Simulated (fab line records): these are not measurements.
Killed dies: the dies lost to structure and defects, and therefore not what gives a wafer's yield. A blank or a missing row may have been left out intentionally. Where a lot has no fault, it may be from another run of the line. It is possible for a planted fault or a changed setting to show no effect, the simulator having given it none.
fab line records	flow sky130
[record] lots = 14	wafers = 42	last-day = 48
route steps=708 shown VIA3@576 METAL4@598
lots that met no fault: from a run of the same line without faults
start-h: start of the lot's first displayed wafer, in hours after the record's first day	wait-h: hours elapsed since this lot's preceding step	" identical to the entry in the row above	L1.1+2: a row that stands for several wafers	- no value, or no start given	* or withheld: withheld	< > ~ a bound
route shown NAME@n: names a module that has steps shown in the file, with the first one's number in the route	usual: mean/standard deviation of fault-free wafers	same: alike in all rows	chamber/n: place in a boat	sites: the reading at each site	_std_site: their standard deviation	_edge_site: outer sites' mean less inner sites'	radius-mm: how far each site lies from the wafer's centre	mask NAME#n: copy n	behind: tool/chamber where the wafer was last shaped	hold: reason for holding the lot/hours on hold/outcome of the hold	device: whichever transistor did not switch (one of n, p or np)	end of line: tests run on the same wafers once the route is complete	a step with no rows: only its recipe	killed: not the wafer's yield, but the dies lost to structure and defects at the first sort	map: per-die view of a wafer (x killed, . not killed, _ where there is no die)
set.NAME: the setting the step ran with; set.NAME@STEP: the setting that earlier step ran with	model.NAME: the simulator's own value behind a step, which no gauge read
a sample of lots followed through the steps of the route, with each step as a table and each wafer as a row
services: from which hour (start-h, from the record's first day; less than 0 if before it) a tool's chamber was out of use, for how many hours, and why
[[steps]]
[step SKY_VIA3_BOW_MEAS_03]
[recipe] mode = bow
[usual] VIA3_BOW = 80/8.7
lot.wafer	tool	chamber	start-h	wait-h	VIA3_BOW[um]
L171.3	film-metro-01	-	902.24	0.2	86
L171.5	"	-	"	"	76
L171.6	"	-	"	"	79
L172.2	film-metro-02	-	907.44	0.1	79
L172.3	"	-	"	"	85
L172.6	"	-	"	"	67
L173.1	film-metro-02	-	924.75	0.1	83
L173.2	"	-	"	"	76
L173.6	"	-	"	"	67
L174.2	film-metro-02	-	941.56	0.2	87
L174.3	"	-	"	"	74
L174.4	"	-	"	"	78
L175.3	film-metro-01	-	945.81	0.2	101
L175.5	"	-	"	"	104
L175.6	"	-	"	"	100
L176.2	film-metro-04	-	958.37	0.2	74
L176.3	"	-	"	"	78
L176.5	"	-	"	"	77
L178.1	film-metro-01	-	958.80	0.2	96
L178.4	"	-	"	"	102
L178.6	"	-	"	"	75
L179.2	film-metro-04	-	965.89	0.1	91
L179.3	"	-	"	"	82
L179.6	"	-	"	"	77
L180.3	film-metro-01	-	968.94	0.2	84
L180.4	"	-	"	"	73
L180.5	"	-	"	"	89
L182.2	film-metro-01	-	985.34	0.2	77
L182.3	"	-	"	"	66
L182.6	"	-	"	"	79
L183.1	film-metro-01	-	990.83	0.2	85
L183.4	"	-	"	"	78
L183.6	"	-	"	"	79
L184.2	film-metro-04	-	995.73	0.2	82
L184.4	"	-	"	"	78
L184.6	"	-	"	"	83
L185.2	film-metro-02	-	1007.71	0.3	88
L185.3	"	-	"	"	75
L185.6	"	-	"	"	98
L186.2	film-metro-01	-	1012.18	0.2	83
L186.3	"	-	"	"	76
L186.5	"	-	"	"	73
[step SKY_VIA3_OVL_MEAS_13]
[usual] VIA3_OVL = -3/5.6
lot.wafer	tool	chamber	start-h	wait-h	VIA3_OVL[nm]
L171.3	overlay-01	-	926.49	0.1	3
L171.5	"	-	"	"	1
L171.6	"	-	"	"	-5
L172.2	overlay-02	-	931.97	0.1	-7
L172.3	"	-	"	"	6
L172.6	"	-	"	"	1
L173.1	overlay-01	-	948.43	0.1	-3
L173.2	"	-	"	"	-7
L173.6	"	-	"	"	-6
L174.2	overlay-01	-	966.04	0.1	-5
L174.3	"	-	"	"	-12
L174.4	"	-	"	"	-1
L175.3	overlay-01	-	969.30	0.1	-15
L175.5	"	-	"	"	-12
L175.6	"	-	"	"	-13
L176.2	overlay-02	-	981.62	0.1	-4
L176.3	"	-	"	"	3
L176.5	"	-	"	"	0
L178.1	overlay-02	-	982.84	0.1	3
L178.4	"	-	"	"	3
L178.6	"	-	"	"	0
L179.2	overlay-01	-	989.94	0.1	11
L179.3	"	-	"	"	5
L179.6	"	-	"	"	11
L180.3	overlay-01	-	992.75	0.1	-1
L180.4	"	-	"	"	-2
L180.5	"	-	"	"	-3
L182.2	overlay-01	-	1008.89	0.1	-2
L182.3	"	-	"	"	-2
L182.6	"	-	"	"	-6
L183.1	overlay-01	-	1014.24	0.1	-5
L183.4	"	-	"	"	-4
L183.6	"	-	"	"	-8
L184.2	overlay-01	-	1018.44	0.1	-4
L184.4	"	-	"	"	0
L184.6	"	-	"	"	-4
L185.2	overlay-01	-	1031.07	0.1	-6
L185.3	"	-	"	"	-6
L185.6	"	-	"	"	-3
L186.2	overlay-01	-	1035.47	0.1	-1
L186.3	"	-	"	"	5
L186.5	"	-	"	"	13
[step SKY_VIA3_ETCH_14]
[recipe] chemistry = N2/H2	target = BARC	ion-energy-ev = 200	source-w = 500	bias-w = 100	pressure-mtorr = 30	n2-flow-sccm = 100	h2-flow-sccm = 200	stop-on = SiO2	time-s = 45.9	target-depth-a = 600
[usual] drypump-motor-current-A = 5.9/0.38	oes-product-au = 0.855/0.0039	run-length-s = 74.1/0.43	throttle-valve-pct = 13.225/0.0082
lot.wafer	tool	chamber	start-h	wait-h	drypump-motor-current-A	oes-product-au	rf-hours-counter-h	run-length-s	throttle-valve-pct
L171.3	rie-diel-04	0	926.52	0.0	6.3	0.859	18	74.4	13.223
L171.5	"	0	"	"	6.3	0.855	-	74.5	13.219
L171.6	"	1	"	"	5.5	0.854	-	74.0	13.216
L172.2	rie-diel-03	1	932.00	0.0	6.0	0.852	15	74.3	13.235
L172.3	"	2	"	"	5.5	0.855	18	73.8	13.221
L172.6	"	3	"	"	6.4	0.857	-	74.5	13.220
L173.1	rie-diel-03	0	948.47	0.0	6.2	0.860	15	74.4	13.225
L173.2	"	3	"	"	6.5	0.850	5	74.3	13.211
L173.6	"	3	"	"	6.5	0.858	-	74.4	13.220
L174.2	rie-diel-01	0	966.07	0.0	5.7	0.857	18	74.9	13.220
L174.3	"	2	"	"	6.0	0.853	24	73.7	13.223
L174.4	"	1	"	"	5.8	0.850	20	74.0	13.230
L175.3	rie-diel-01	1	969.32	0.0	5.8	0.852	20	73.3	13.236
L175.5	"	2	"	"	6.0	0.852	-	73.9	13.224
L175.6	"	3	"	"	5.2	0.856	-	74.4	13.220
L176.2	rie-diel-03	3	981.65	0.0	6.5	0.865	6	74.9	13.221
L176.3	"	1	"	"	6.0	0.856	16	73.9	13.221
L176.5	"	2	"	"	5.5	0.855	-	73.3	13.208
L178.1	rie-diel-01	0	982.87	0.0	5.7	0.860	19	74.7	13.216
L178.4	"	1	"	"	5.8	0.855	20	73.4	13.225
L178.6	"	1	"	"	5.8	0.852	-	73.6	13.219
L179.2	rie-diel-03	0	989.97	0.0	6.2	0.853	16	74.4	13.215
L179.3	"	3	"	"	6.5	0.852	6	74.3	13.238
L179.6	"	0	"	"	6.2	0.849	-	74.7	13.227
L180.3	rie-diel-03	1	992.77	0.0	6.0	0.857	17	73.8	13.230
L180.4	"	2	"	"	5.5	0.852	-	73.4	13.213
L180.5	"	1	"	"	6.0	0.854	-	73.7	13.229
L182.2	rie-diel-01	3	1008.92	0.0	5.3	0.863	15	74.4	13.218
L182.3	"	1	"	"	5.8	0.856	22	73.9	13.223
L182.6	"	3	"	"	5.3	0.860	-	74.4	13.236
L183.1	rie-diel-01	3	1014.27	0.0	5.2	0.854	15	74.7	13.227
L183.4	"	1	"	"	5.8	0.854	22	73.5	13.237
L183.6	"	0	"	"	5.7	0.858	-	74.7	13.230
L184.2	rie-diel-01	1	1018.47	0.0	5.8	0.927	22	69.6	13.237
L184.4	"	3	"	"	5.3	0.932	15	70.6	13.254
L184.6	"	2	"	"	6.0	0.932	-	69.3	13.240
L185.2	rie-diel-01	0	1031.10	0.0	5.7	0.931	21	70.7	13.232
L185.3	"	1	"	"	5.8	0.933	23	69.5	13.242
L185.6	"	1	"	"	5.8	0.927	-	69.5	13.222
L186.2	rie-diel-04	1	1035.50	0.0	5.5	0.858	10	74.4	13.225
L186.3	"	3	"	"	6.4	0.860	15	73.8	13.223
L186.5	"	1	"	"	5.5	0.855	-	74.0	13.216
[step SKY_METAL4_SPUTTER_00]
[recipe] material = Ti	target-thk-nm = 15	power-w = 3000	time-s = 10	chamber-pressure-pa = 0.4
[usual] throttle-valve-pct = 30.5/1.1
[same] time-s = 10
lot.wafer	tool	chamber	start-h	wait-h	throttle-valve-pct
L171.3	pvd-sputter-02	-	927.91	0.2	29.6
L171.5	"	-	"	"	31.9
L171.6	"	-	"	"	29.8
L172.2	pvd-sputter-02	-	933.36	0.2	29.3
L172.3	"	-	"	"	32.4
L172.6	"	-	"	"	29.7
L173.1	pvd-sputter-02	-	949.83	0.1	32.1
L173.2	"	-	"	"	29.2
L173.6	"	-	"	"	32.3
L174.2	pvd-sputter-02	-	967.44	0.2	29.9
L174.3	"	-	"	"	29.3
L174.4	"	-	"	"	32.3
L175.3	pvd-sputter-02	-	970.72	0.1	29.1
L175.5	"	-	"	"	29.5
L175.6	"	-	"	"	29.1
L176.2	pvd-sputter-02	-	983.01	0.1	29.0
L176.3	"	-	"	"	32.2
L176.5	"	-	"	"	32.3
L178.1	pvd-sputter-04	-	984.24	0.1	31.7
L178.4	"	-	"	"	30.0
L178.6	"	-	"	"	32.0
L179.2	pvd-sputter-02	-	991.33	0.1	29.5
L179.3	"	-	"	"	29.4
L179.6	"	-	"	"	29.7
L180.3	pvd-sputter-01	-	994.13	0.1	30.0
L180.4	"	-	"	"	31.0
L180.5	"	-	"	"	30.1
L182.2	pvd-sputter-04	-	1010.29	0.1	31.3
L182.3	"	-	"	"	29.8
L182.6	"	-	"	"	29.9
L183.1	pvd-sputter-01	-	1015.72	0.2	29.0
L183.4	"	-	"	"	30.0
L183.6	"	-	"	"	30.9
L184.2	pvd-sputter-04	-	1019.98	0.1	32.4
L184.4	"	-	"	"	31.9
L184.6	"	-	"	"	32.2
L185.2	pvd-sputter-01	-	1032.63	0.2	31.0
L185.3	"	-	"	"	29.0
L185.6	"	-	"	"	30.2
L186.2	pvd-sputter-04	-	1036.87	0.2	30.2
L186.3	"	-	"	"	31.6
L186.5	"	-	"	"	31.8
[[services]]
tool	chamber	start-h	hours	kind
rie-diel-04	3	904.07	4.5	repair
rie-diel-01	-	916.94	0.3	repair
pvd-sputter-04	-	922.71	3.3	repair
pvd-sputter-01	-	924.79	6.6	repair
pvd-sputter-02	-	941.72	2.0	repair
rie-diel-04	-	958.12	0.6	repair
pvd-sputter-01	-	974.30	11.3	repair
rie-diel-04	3	976.31	7.3	repair
rie-diel-03	0	992.67	10.2	repair
rie-diel-03	-	994.00	24.8	repair
rie-diel-01	0	998.69	10.5	repair
rie-diel-03	-	1016.12	1.1	repair
rie-diel-01	2	1019.84	11.0	repair
rie-diel-03	-	1024.45	0.3	repair
rie-diel-01	-	1027.57	0.4	repair
[[key]]
[first-sign] step = SKY_VIA3_ETCH_14	reading = oes-product-au	direction = up	sigmas = 19	usual = 0.855	struck = 0.930
[effect] step = SKY_VIA3_ETCH_14	reading = run-length-s	direction = down	sigmas = 9.8	usual = *	struck = *
met-at SKY_VIA3_ETCH_14
struck-lots L184,L185
sort-left-out L184.2,L184.4,L184.6,L185.2,L185.3,L185.6
not-acting-at SKY_VIA3_BOW_MEAS_03,SKY_VIA3_OVL_MEAS_13,SKY_METAL4_SPUTTER_00
onset-between 1014.27 1018.47
[fault] kind = process-parameter-drift	tool = rie-diel-01	chamber = -	onset-h = 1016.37	steps = SKY_VIA3_ETCH_14	channel = time-s	offset = *	shape = step	end-h = 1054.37	acts-in = *	stated = *
// sort-left-out: the simulated sort isn't trusted on such a fault, so these wafers' sort isn't shown, and their yield isn't known
